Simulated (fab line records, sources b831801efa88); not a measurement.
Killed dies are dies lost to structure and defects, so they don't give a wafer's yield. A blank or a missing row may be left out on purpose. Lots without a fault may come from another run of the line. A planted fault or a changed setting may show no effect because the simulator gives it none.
fab line records | flow gf180mcu
record lots=11 wafers=33 last_day=34
route steps=602 shown STI@14 NWELL@44 VT_IMPLANT@121 LVPWELL@138
lots that met no fault: from a run of the same line without faults
start_h: hours from the record's first day to the start of the lot's first wafer shown | wait_h: hours since the lot's step before | " the same as in the row above | L1.1+2: a row that stands for several wafers | - no value, or no start given | * or withheld: withheld | < > ~ a bound
route shown NAME@n: a module of which the file shows steps, and the number in the route of the first | usual: mean/standard deviation of fault-free wafers | same: alike in all rows | chamber/n: place in a boat | sites: the reading at each site | _std_site: their standard deviation | _edge_site: outer sites' mean less inner sites' | radius_mm: how far each site lies from the wafer's centre | mask NAME#n: copy n | behind: the tool/chamber that last shaped the wafer | hold: why the lot was held/for how many hours/how that ended | device: the transistor (n, p or np) that didn't switch | end of line: the same wafers' tests at the end of the route | a step without rows: its recipe alone | killed: dies lost to structure and defects at the first sort, not the wafer's yield | map: a wafer's dies, x killed, . not, _ none there
set.NAME: the setting as run; set.NAME@STEP: as run at that earlier step | model.NAME: the simulator's own value behind a step, which no gauge read
steps of the route over a sample of lots; a table a step, a row a wafer
services: from which hour (start_h, from the record's first day; less than 0 if before it) a tool's chamber was out of use, for how many hours, and why
## steps
# step GF_STI_ETCH_13
# recipe chemistry=CHF3/O2 stop_on=Si over_etch_frac=0.3 target_depth_a=2823.1 source_w=600 bias_w=200 pressure_mtorr=40 chf3_flow_sccm=50 O2_flow_sccm=5 time_s=112.9
# usual chamber_pressure_mTorr=40.00/0.032 drypump_motor_current_A=5.7/0.45 oes_product_au=0.832/0.0058 rf_fwd_power_W=596.5/2.1 throttle_valve_pct=8.809/0.0092
# columns lot.wafer tool chamber start_h wait_h chamber_pressure_mTorr drypump_motor_current_A oes_product_au rf_fwd_power_W rf_hours_counter_h throttle_valve_pct
L374.2 rie_diel-04 3 50.86 0.1 39.99 5.6 0.832 599.5 99 8.812
L374.4 " 0 " " 39.96 6.3 0.831 597.0 11 8.806
L374.6 " 2 " " 39.98 5.0 0.828 598.1 - 8.807
L376.1 rie_diel-04 3 61.43 0.1 40.02 5.6 0.835 598.6 99 8.806
L376.3 " 1 " " 40.08 5.6 0.833 597.7 76 8.812
L376.5 " 0 " " 40.01 6.3 0.828 593.9 - 8.809
L378.2 rie_diel-02 1 72.81 0.1 40.01 5.6 0.829 597.0 133 8.815
L378.3 " 3 " " 39.97 5.8 0.842 597.0 5 8.789
L378.4 " 0 " " 39.99 6.4 0.833 596.0 58 8.798
L379.3 rie_diel-01 2 77.16 0.1 39.99 4.8 0.834 598.1 7 8.816
L379.5 " 3 " " 40.03 5.9 0.829 596.9 - 8.811
L379.6 " 2 " " 40.00 4.8 0.829 597.8 - 8.803
L380.1 rie_diel-02 0 81.91 0.1 39.94 6.4 0.830 596.8 58 8.803
L380.4 " 1 " " 40.00 5.6 0.832 598.6 133 8.800
L380.6 " 0 " " 40.00 6.4 0.828 596.1 - 8.808
L381.2 rie_diel-04 2 86.88 0.1 40.03 5.0 0.832 602.3 104 8.800
L381.4 " 3 " " 39.97 5.6 0.824 599.1 101 8.830
L381.5 " 3 " " 40.03 5.6 0.837 597.8 - 8.810
L384.2 rie_diel-04 2 102.76 0.1 40.00 5.0 0.827 596.3 104 8.804
L384.4 " 3 " " 39.93 5.6 0.829 597.7 101 8.813
L384.6 " 1 " " 39.95 5.6 0.818 595.8 - 8.820
L385.2 rie_diel-04 2 108.63 0.1 40.00 5.0 0.830 595.8 104 8.819
L385.3 " 0 " " 40.01 6.4 0.830 593.6 13 8.797
L385.6 " 3 " " 40.02 5.6 0.838 598.5 - 8.803
L386.1 rie_diel-02 1 112.58 0.1 40.06 5.6 0.832 595.2 134 8.821
L386.2 " 2 " " 40.04 6.0 0.842 595.1 29 8.834
L386.3 " 0 " " 40.02 6.4 0.838 598.1 59 8.816
L387.1 rie_diel-01 1 117.75 0.1 39.97 5.2 0.844 596.6 41 8.813
L387.2 " 0 " " 40.06 5.8 0.846 595.8 9 8.801
L387.5 " 0 " " 40.00 5.8 0.833 597.1 - 8.823
L392.2 rie_diel-02 3 144.01 0.1 40.01 5.8 0.837 597.6 6 8.814
L392.4 " 1 " " 39.98 5.6 0.830 595.7 135 8.828
L392.6 " 2 " " 40.02 6.0 0.830 596.9 - 8.826
# step GF_NWELL_COAT_02
# recipe spin_rpm=2000 resist_thk_nm=3000
# usual resist_line_temp_C=22.99/0.1 spin_speed_rpm=1999.9/1.3
# columns lot.wafer tool chamber start_h wait_h resist_line_temp_C spin_speed_rpm
L374.2 litho_track-02 0 75.46 0.1 23.14 1998.6
L374.4 " 0 " " 22.99 2000.0
L374.6 " 0 " " 22.93 1998.9
L376.1 litho_track-03 0 86.71 0.1 22.84 2001.9
L376.3 " 0 " " 22.80 2000.2
L376.5 " 0 " " 22.95 1998.5
L378.2 litho_track-02 0 97.56 0.1 22.98 1999.3
L378.3 " 0 " " 22.88 1998.6
L378.4 " 0 " " 22.97 2000.7
L379.3 litho_track-03 0 105.16 0.1 23.08 2000.1
L379.5 " 0 " " 23.06 2002.3
L379.6 " 0 " " 23.01 2001.1
L380.1 litho_track-02 0 109.44 0.1 23.05 2000.8
L380.4 " 0 " " 23.13 2001.3
L380.6 " 0 " " 23.11 1999.4
L381.2 litho_track-03 0 113.58 0.1 23.00 2001.3
L381.4 " 0 " " 22.71 2003.0
L381.5 " 0 " " 22.80 2002.7
L384.2 litho_track-02 0 129.66 0.1 23.11 1998.5
L384.4 " 0 " " 22.91 1999.2
L384.6 " 0 " " 23.00 1998.8
L385.2 litho_track-02 0 137.91 0.1 23.03 2000.3
L385.3 " 0 " " 22.97 1998.9
L385.6 " 0 " " 23.00 2000.2
L387.1 litho_track-02 0 150.49 0.1 23.02 2000.4
L387.2 " 0 " " 22.87 2001.4
L387.5 " 0 " " 22.89 2000.7
L386.1 litho_track-03 0 151.76 0.1 23.05 2001.3
L386.2 " 0 " " 23.10 1999.5
L386.3 " 0 " " 23.08 1997.5
L392.2 litho_track-03 0 171.98 0.1 22.98 1998.6
L392.4 " 0 " " 23.04 1998.5
L392.6 " 0 " " 23.04 1999.4
# step GF_NWELL_STRIP_10
# recipe chemistry=O2/N2 power_w=1400 pressure_mtorr=1500 platen_temp_c=250 o2_flow_sccm=3000 n2_flow_sccm=300 overash_fraction=0.5
# usual chamber_pressure_mTorr=1500.0/1.4 drypump_motor_current_A=6.0/0.36 heater_power_w=354/51 oes_product_au=0.723/0.005 strip_time_to_endpoint_s=36.97/0.097
# columns lot.wafer tool chamber start_h wait_h chamber_pressure_mTorr drypump_motor_current_A heater_power_w oes_product_au rf_hours_counter_h strip_time_to_endpoint_s
L374.2 plasma_asher-02 1 82.47 0.1 1497.9 6.4 377 0.725 45 37.00
L374.4 " 0 " " 1500.6 6.4 299 0.724 - 37.00
L374.6 " 1 " " 1498.2 6.4 377 0.723 - 37.00
L376.1 plasma_asher-01 1 93.87 0.1 1498.7 5.4 454 0.716 41 37.00
L376.3 " 1 " " 1501.6 5.4 436 0.729 - 36.99
L376.5 " 1 " " 1501.0 5.4 453 0.720 - 37.06
L378.2 plasma_asher-02 1 104.62 0.1 1499.7 6.4 376 0.728 48 37.04
L378.3 " 1 " " 1500.5 6.4 375 0.722 - 36.93
L378.4 " 0 " " 1499.8 6.4 309 0.721 - 36.92
L379.3 plasma_asher-02 0 112.73 0.1 1502.9 6.4 313 0.726 - 36.96
L379.5 " 1 " " 1497.1 6.4 370 0.730 - 36.96
L379.6 " 0 " " 1500.6 6.5 299 0.719 - 36.95
L380.1 plasma_asher-01 0 116.50 0.1 1500.4 5.7 309 0.718 43 37.04
L380.4 " 1 " " 1501.9 5.4 454 0.721 - 37.06
L380.6 " 0 " " 1499.7 5.7 307 0.729 - 37.08
L381.2 plasma_asher-01 0 120.47 0.1 1500.0 5.7 311 0.726 44 36.81
L381.4 " 0 " " 1499.4 5.7 302 0.721 - 36.80
L381.5 " 0 " " 1500.6 5.7 311 0.726 - 36.85
L384.2 plasma_asher-02 1 137.32 0.1 1498.9 6.4 364 0.717 51 37.06
L384.4 " 1 " " 1500.6 6.4 363 0.719 - 37.13
L384.6 " 0 " " 1499.0 6.5 295 0.718 - 37.24
L385.2 plasma_asher-03 1 145.74 0.1 1499.1 5.8 371 0.717 3 36.21
L385.3 " 0 " " 1501.6 6.0 321 0.720 - 36.37
L385.6 " 1 " " 1498.6 5.8 358 0.723 - 36.26
L387.1 plasma_asher-02 0 159.39 0.1 1500.0 6.5 307 0.728 54 36.18
L387.2 " 1 " " 1500.0 6.3 366 0.722 54 36.26
L387.5 " 0 " " 1499.3 6.5 306 0.724 - 36.18
L386.1 plasma_asher-01 0 160.67 0.1 1499.8 5.7 302 0.713 48 36.93
L386.2 " 1 " " 1502.0 5.4 450 0.726 48 37.05
L386.3 " 0 " " 1499.9 5.7 314 0.724 - 36.88
L392.2 plasma_asher-01 1 180.89 0.1 1498.0 5.4 462 0.713 50 36.97
L392.4 " 0 " " 1501.3 5.7 307 0.725 - 36.86
L392.6 " 1 " " 1498.5 5.4 451 0.728 - 36.95
# step GF_VT_IMPLANT_STRIP_31
# recipe chemistry=O2/N2 power_w=1400 pressure_mtorr=1500 platen_temp_c=250 o2_flow_sccm=3000 n2_flow_sccm=300 overash_fraction=0.5
# usual chamber_pressure_mTorr=1500.1/1.2 drypump_motor_current_A=6.1/0.38 heater_power_w=351/48 oes_product_au=0.716/0.0042 strip_time_to_endpoint_s=12.63/0.04
# columns lot.wafer tool chamber start_h wait_h chamber_pressure_mTorr drypump_motor_current_A heater_power_w oes_product_au rf_hours_counter_h strip_time_to_endpoint_s
L374.2 plasma_asher-02 0 168.64 0.1 1499.9 6.5 310 0.722 55 12.74
L374.4 " 1 " " 1499.6 6.3 374 0.718 - 12.75
L374.6 " 0 " " 1500.7 6.5 305 0.721 - 12.71
L376.1 plasma_asher-03 0 186.12 0.1 1501.1 6.0 324 0.712 7 12.66
L376.3 " 0 " " 1500.7 6.0 324 0.718 - 12.68
L376.5 " 0 " " 1498.8 6.0 322 0.719 - 12.65
L378.2 plasma_asher-01 0 197.92 0.1 1501.1 5.7 306 0.718 52 12.62
L378.3 " 0 " " 1501.7 5.7 309 0.719 - 12.60
L378.4 " 1 " " 1497.8 5.4 446 0.716 - 12.61
L379.3 plasma_asher-03 1 208.55 0.1 1502.7 5.8 366 0.716 - 12.65
L379.5 " 1 " " 1500.8 5.8 369 0.708 - 12.67
L379.6 " 0 " " 1499.0 5.9 329 0.710 - 12.65
L380.1 plasma_asher-03 0 213.94 0.1 1502.4 5.9 321 0.718 10 12.57
L380.4 " 1 " " 1499.9 5.8 369 0.711 - 12.55
L380.6 " 1 " " 1500.4 5.8 353 0.714 - 12.58
L381.2 plasma_asher-03 0 218.59 0.1 1499.1 5.9 317 0.714 11 12.57
L381.4 " 1 " " 1499.5 5.8 373 0.719 - 12.55
L381.5 " 0 " " 1500.5 5.9 324 0.723 - 12.57
L384.2 plasma_asher-02 0 240.67 0.1 1501.0 6.4 316 0.725 62 12.65
L384.4 " 1 " " 1502.4 6.3 373 0.713 - 12.61
L384.6 " 1 " " 1499.3 6.4 366 0.716 - 12.63
L385.2 plasma_asher-03 0 251.34 0.2 1497.3 5.9 320 0.722 14 12.59
L385.3 " 1 " " 1500.5 5.8 368 0.719 - 12.63
L385.6 " 0 " " 1498.6 5.9 322 0.708 - 12.61
L387.1 plasma_asher-01 0 267.07 0.1 1499.1 5.7 313 0.717 59 12.61
L387.2 " 1 " " 1499.5 5.4 461 0.714 59 12.60
L387.5 " 0 " " 1498.9 5.7 311 0.715 - 12.60
L386.1 plasma_asher-01 1 268.27 0.1 1499.9 5.4 459 0.720 59 12.66
L386.2 " 0 " " 1501.4 5.7 304 0.717 59 12.68
L386.3 " 0 " " 1500.4 5.7 304 0.713 - 12.67
L392.2 plasma_asher-02 0 293.92 0.1 1501.3 6.5 314 0.709 68 12.65
L392.4 " 1 " " 1501.6 6.4 368 0.717 - 12.66
L392.6 " 1 " " 1501.6 6.4 371 0.717 - 12.67
# step GF_VT_IMPLANT_RS_MEAS_48
# recipe thk_meas_gauge=four-point-probe
# usual LVPWELL_RS=1195.7/2.7
# columns lot.wafer tool chamber start_h wait_h LVPWELL_RS[ohm/sq]
L374.2 film_metro-02 - 186.09 0.1 1193.8
L374.4 " - " " 1193.3
L374.6 " - " " 1193.2
L376.1 film_metro-03 - 204.28 0.1 1201.3
L376.3 " - " " 1197.2
L376.5 " - " " 1199.2
L378.2 film_metro-01 - 215.69 0.1 1194.4
L378.3 " - " " 1198.4
L378.4 " - " " 1200.9
L379.3 film_metro-03 - 227.37 0.1 1197.5
L379.5 " - " " 1195.2
L379.6 " - " " 1199.4
L380.1 film_metro-03 - 232.59 0.1 1195.4
L380.4 " - " " 1196.9
L380.6 " - " " 1196.1
L381.2 film_metro-02 - 237.44 0.1 1194.5
L381.4 " - " " 1195.8
L381.5 " - " " 1193.2
L384.2 film_metro-02 - 260.09 0.1 1195.3
L384.4 " - " " 1195.5
L384.6 " - " " 1193.7
L385.2 film_metro-02 - 270.79 0.1 1191.1
L385.3 " - " " 1194.7
L385.6 " - " " 1194.0
L387.1 film_metro-02 - 286.87 0.1 1194.4
L387.2 " - " " 1193.9
L387.5 " - " " 1196.2
L386.1 film_metro-01 - 288.92 0.1 1200.6
L386.2 " - " " 1195.7
L386.3 " - " " 1200.9
L392.2 film_metro-03 - 315.06 0.1 1194.0
L392.4 " - " " 1195.5
L392.6 " - " " 1197.1
## services
# columns tool chamber start_h hours kind
rie_diel-01 2 31.11 16.1 repair
rie_diel-01 2 59.55 4.1 repair
rie_diel-04 0 74.68 1.5 repair
plasma_asher-02 - 87.79 2.8 pm
plasma_asher-01 - 94.71 2.8 pm
rie_diel-02 3 107.50 3.1 repair
plasma_asher-03 - 108.75 9.0 pm
plasma_asher-03 0 108.75 9.0 vent_cycle
plasma_asher-03 1 108.75 9.0 vent_cycle
plasma_asher-03 0 117.75 - clean
plasma_asher-03 1 117.75 - clean
rie_diel-02 0 149.57 36.6 repair
plasma_asher-02 - 173.48 3.6 repair
rie_diel-01 3 183.83 14.6 repair
rie_diel-04 1 206.60 1.4 repair
rie_diel-04 - 209.23 1.5 repair
plasma_asher-03 - 216.63 1.0 repair
rie_diel-02 1 262.26 - clean
rie_diel-02 1 262.26 23.4 scheduled_down
rie_diel-02 1 262.26 23.4 vent_cycle
rie_diel-01 - 276.92 0.7 repair
plasma_asher-03 - 290.07 3.3 repair
plasma_asher-01 - 292.68 2.9 repair
## key
first_sign step=GF_NWELL_STRIP_10 reading=strip_time_to_endpoint_s direction=down sigmas=7.6 usual=* struck=*
effect none on later readings
met_at GF_NWELL_COAT_02
struck_lots L385,L387
tester_left_out L385,L387
not_acting_at GF_STI_ETCH_13,GF_VT_IMPLANT_STRIP_31,GF_VT_IMPLANT_RS_MEAS_48
onset_between 129.66 137.91
fault kind=process_parameter_drift tool=litho_track-02 chamber=- onset_h=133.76 steps=GF_NWELL_COAT_02 channel=resist_thk_nm offset=* shape=step end_h=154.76 acts_in=* stated=*
# tester_left_out: of these lots the tester's yield and bins aren't shown, on N5 and GAA mostly nor the transistor test; their killed dies are dies lost to structure and defects alone, not to doping, threshold or leakage, so they don't give the yield
